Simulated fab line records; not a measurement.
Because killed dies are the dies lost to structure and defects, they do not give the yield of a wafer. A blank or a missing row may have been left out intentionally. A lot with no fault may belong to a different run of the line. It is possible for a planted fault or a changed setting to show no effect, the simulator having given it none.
What tool caused it? :: flow sky130 :: 36 wafers from 12 lots sampled at 4 of the route's 708 steps

== WHAT THE GAUGES READ, wafer by wafer ==
SKY_VT_ADJUST_NCORE_TW_MEAS_11.
lot: L959
measured: day 9 07:35
on: film-metro-02
VT_ADJUST_NCORE_TW: 219.6 218.2 218.4

lot: L961
measured: day 9 10:07
on: film-metro-03
VT_ADJUST_NCORE_TW: 220.9 220.1 221.6

lot: L962
measured: day 9 22:01
on: film-metro-02
VT_ADJUST_NCORE_TW: 219.2 219.0 218.1

lot: L966
measured: day 11 02:25
on: film-metro-02
VT_ADJUST_NCORE_TW: 219.2 220.6 219.2

lot: L968
measured: day 11 18:35
on: film-metro-02
VT_ADJUST_NCORE_TW: 233.9 234.2 234.4 233.8 232.5 234.2

lot: L969
measured: day 11 20:58
on: film-metro-03
VT_ADJUST_NCORE_TW: 221.6 220.2 219.8

lot: L972
measured: day 13 07:07
on: film-metro-02
VT_ADJUST_NCORE_TW: 233.2 233.4 234.7 232.9 234.9 232.8

lot: L977
measured: day 14 13:40
on: film-metro-02
VT_ADJUST_NCORE_TW: 218.8 217.7 219.0

lot: L978
measured: day 14 17:49
on: film-metro-01
VT_ADJUST_NCORE_TW: 215.0 214.8 215.3

lot: L979
measured: day 15 09:22
on: film-metro-03
VT_ADJUST_NCORE_TW: 219.6 218.3 219.3

lot: L980
measured: day 15 11:13
on: film-metro-01
VT_ADJUST_NCORE_TW: 214.7 217.0 217.2

lot: L981
measured: day 15 19:16
on: film-metro-02
VT_ADJUST_NCORE_TW: 220.5 221.5 219.6

SKY_VIA2_BOW_MEAS_03.
lot: L959
measured: day 35 23:51
on: film-metro-03
VIA2_BOW (um): 68 88 86

lot: L961
measured: day 36 17:33
on: film-metro-02
VIA2_BOW (um): 87 86 104

lot: L962
measured: day 36 19:31
on: film-metro-02
VIA2_BOW (um): 84 79 87

lot: L966
measured: day 38 00:14
on: film-metro-03
VIA2_BOW (um): 80 88 82

lot: L968
measured: day 38 10:56
on: film-metro-03
VIA2_BOW (um): 82 94 94

lot: L969
measured: day 38 14:21
on: film-metro-03
VIA2_BOW (um): 73 84 77

lot: L972
measured: day 40 06:14
on: film-metro-01
VIA2_BOW (um): 79 80 84

lot: L977
measured: day 41 09:50
on: film-metro-03
VIA2_BOW (um): 86 85 92

lot: L978
measured: day 41 16:08
on: film-metro-01
VIA2_BOW (um): 80 90 93

lot: L979
measured: day 42 03:13
on: film-metro-01
VIA2_BOW (um): 98 86 89

lot: L980
measured: day 42 07:04
on: film-metro-01
VIA2_BOW (um): 79 91 93

lot: L981
measured: day 42 11:35
on: film-metro-02
VIA2_BOW (um): 74 77 91

== WHICH TOOL RAN EACH LOT (tool, then ch and the chambers of the sampled wafers, then the start) ==
lot: L959
SKY_VT_ADJUST_NCORE_IMPLANT_09: implanter-01 ch 0, day 9 07:20
SKY_CONTACT_SPUTTER_23: pvd-sputter-03, day 32 11:51

lot: L961
SKY_VT_ADJUST_NCORE_IMPLANT_09: implanter-01 ch 0, day 9 09:53
SKY_CONTACT_SPUTTER_23: pvd-sputter-03, day 33 05:25

lot: L962
SKY_VT_ADJUST_NCORE_IMPLANT_09: implanter-01 ch 0, day 9 21:46
SKY_CONTACT_SPUTTER_23: pvd-sputter-03, day 33 07:49

lot: L966
SKY_VT_ADJUST_NCORE_IMPLANT_09: implanter-03 ch 0, day 11 02:10
SKY_CONTACT_SPUTTER_23: pvd-sputter-01, day 34 12:16

lot: L968
SKY_VT_ADJUST_NCORE_IMPLANT_09: implanter-01 ch 0, day 11 18:20
SKY_CONTACT_SPUTTER_23: pvd-sputter-04, day 34 23:25

lot: L969
SKY_VT_ADJUST_NCORE_IMPLANT_09: implanter-04 ch 0, day 11 20:43
SKY_CONTACT_SPUTTER_23: pvd-sputter-03, day 35 03:38

lot: L972
SKY_VT_ADJUST_NCORE_IMPLANT_09: implanter-01 ch 0, day 13 06:52
SKY_CONTACT_SPUTTER_23: pvd-sputter-01, day 36 21:12

lot: L977
SKY_VT_ADJUST_NCORE_IMPLANT_09: implanter-03 ch 0, day 14 13:25
SKY_CONTACT_SPUTTER_23: pvd-sputter-01, day 38 02:04

lot: L978
SKY_VT_ADJUST_NCORE_IMPLANT_09: implanter-03 ch 0, day 14 17:35
SKY_CONTACT_SPUTTER_23: pvd-sputter-04, day 38 09:06

lot: L979
SKY_VT_ADJUST_NCORE_IMPLANT_09: implanter-03 ch 0, day 15 09:09
SKY_CONTACT_SPUTTER_23: pvd-sputter-03, day 38 20:24

lot: L980
SKY_VT_ADJUST_NCORE_IMPLANT_09: implanter-01 ch 0, day 15 10:58
SKY_CONTACT_SPUTTER_23: pvd-sputter-04, day 39 00:22

lot: L981
SKY_VT_ADJUST_NCORE_IMPLANT_09: implanter-04 ch 0, day 15 19:01
SKY_CONTACT_SPUTTER_23: pvd-sputter-03, day 39 05:29
- SKY_VT_ADJUST_NCORE_IMPLANT_09
- SKY_CONTACT_SPUTTER_23: material TiN, target thk 20 nm, time 80 s.

== WHAT THE TOOLS THEMSELVES READ (means of the sampled wafers that have a number; where no wafer has one, the mark that the record gives instead) ==
SKY_VT_ADJUST_NCORE_IMPLANT_09.
lot: L959
tool: implanter-01
beam-on-s (s): 10.08
end-station-pressure-torr (Torr): 5e-06
faraday-current-uA: 13.44

lot: L961
tool: implanter-01
beam-on-s (s): 10.09
end-station-pressure-torr (Torr): 5e-06
faraday-current-uA: 13.45

lot: L962
tool: implanter-01
beam-on-s (s): 10.12
end-station-pressure-torr (Torr): 5e-06
faraday-current-uA: 13.37

lot: L966
tool: implanter-03
beam-on-s (s): 9.91
end-station-pressure-torr (Torr): 5e-06
faraday-current-uA: 13.65

lot: L968
tool: implanter-01
beam-on-s (s): 12.46
end-station-pressure-torr (Torr): 5e-06
faraday-current-uA: 10.89

lot: L969
tool: implanter-04
beam-on-s (s): 9.99
end-station-pressure-torr (Torr): 5e-06
faraday-current-uA: 13.53

lot: L972
tool: implanter-01
beam-on-s (s): 12.37
end-station-pressure-torr (Torr): 5e-06
faraday-current-uA: 10.89

lot: L977
tool: implanter-03
beam-on-s (s): 10.05
end-station-pressure-torr (Torr): 5e-06
faraday-current-uA: 13.48

lot: L978
tool: implanter-03
beam-on-s (s): 10.07
end-station-pressure-torr (Torr): 5e-06
faraday-current-uA: 13.45

lot: L979
tool: implanter-03
beam-on-s (s): 10.07
end-station-pressure-torr (Torr): 5e-06
faraday-current-uA: 13.49

lot: L980
tool: implanter-01
beam-on-s (s): 10.07
end-station-pressure-torr (Torr): 5e-06
faraday-current-uA: 13.42

lot: L981
tool: implanter-04
beam-on-s (s): 10.09
end-station-pressure-torr (Torr): 5e-06
faraday-current-uA: 13.40

SKY_CONTACT_SPUTTER_23.
lot: L959
tool: pvd-sputter-03
throttle-valve-pct (%): 30.7

lot: L961
tool: pvd-sputter-03
throttle-valve-pct (%): 30.0

lot: L962
tool: pvd-sputter-03
throttle-valve-pct (%): 30.7

lot: L966
tool: pvd-sputter-01
throttle-valve-pct (%): 29.2

lot: L968
tool: pvd-sputter-04
throttle-valve-pct (%): 30.5

lot: L969
tool: pvd-sputter-03
throttle-valve-pct (%): 30.5

lot: L972
tool: pvd-sputter-01
throttle-valve-pct (%): 29.2

lot: L977
tool: pvd-sputter-01
throttle-valve-pct (%): 30.0

lot: L978
tool: pvd-sputter-04
throttle-valve-pct (%): 30.4

lot: L979
tool: pvd-sputter-03
throttle-valve-pct (%): 29.8

lot: L980
tool: pvd-sputter-04
throttle-valve-pct (%): 30.6

lot: L981
tool: pvd-sputter-03
throttle-valve-pct (%): 30.0

== THE ANSWER, worked out from the rows above alone ==
Rule: what is usual is taken from the lots themselves. The widest of any qualifying gaps counts: lots, ordered by their means at a reading, are off when they make up no more than a third of the lots, leave a main group of 4 or more, and stand apart from it by 3 or more times the standard deviation of that group's means. Not used: any main group whose means are identical at the precision the tables above print for the reading. Also off: a lot with no number at a reading for which 4 or more lots have one. Where the step has rows for the other lots, those lots are counted as sound. The gauges are gone through in route order, then the tools' own readings, and for those a lot's mean is taken as printed above. At the first step where some lot is off, the reading lying furthest off is the one used; lots without a number count as furthest.
Off: L968, L972, seen at SKY_VT_ADJUST_NCORE_TW_MEAS_11 (VT_ADJUST_NCORE_TW). Mean 218.8 and standard deviation 1.8 in the main group.
If a tool, at a process step before that reading, ran all the lots that are off and no sound lot after the first of them, it fits. The gauges at SKY_VT_ADJUST_NCORE_TW_MEAS_11 aren't tried: what is off there is off at SKY_VT_ADJUST_NCORE_IMPLANT_09 too, on other tools, and a gauge's error can't cause that. No candidate that was tried fits.

== WHAT HAD BEEN PUT IN BY THE SIMULATOR ==
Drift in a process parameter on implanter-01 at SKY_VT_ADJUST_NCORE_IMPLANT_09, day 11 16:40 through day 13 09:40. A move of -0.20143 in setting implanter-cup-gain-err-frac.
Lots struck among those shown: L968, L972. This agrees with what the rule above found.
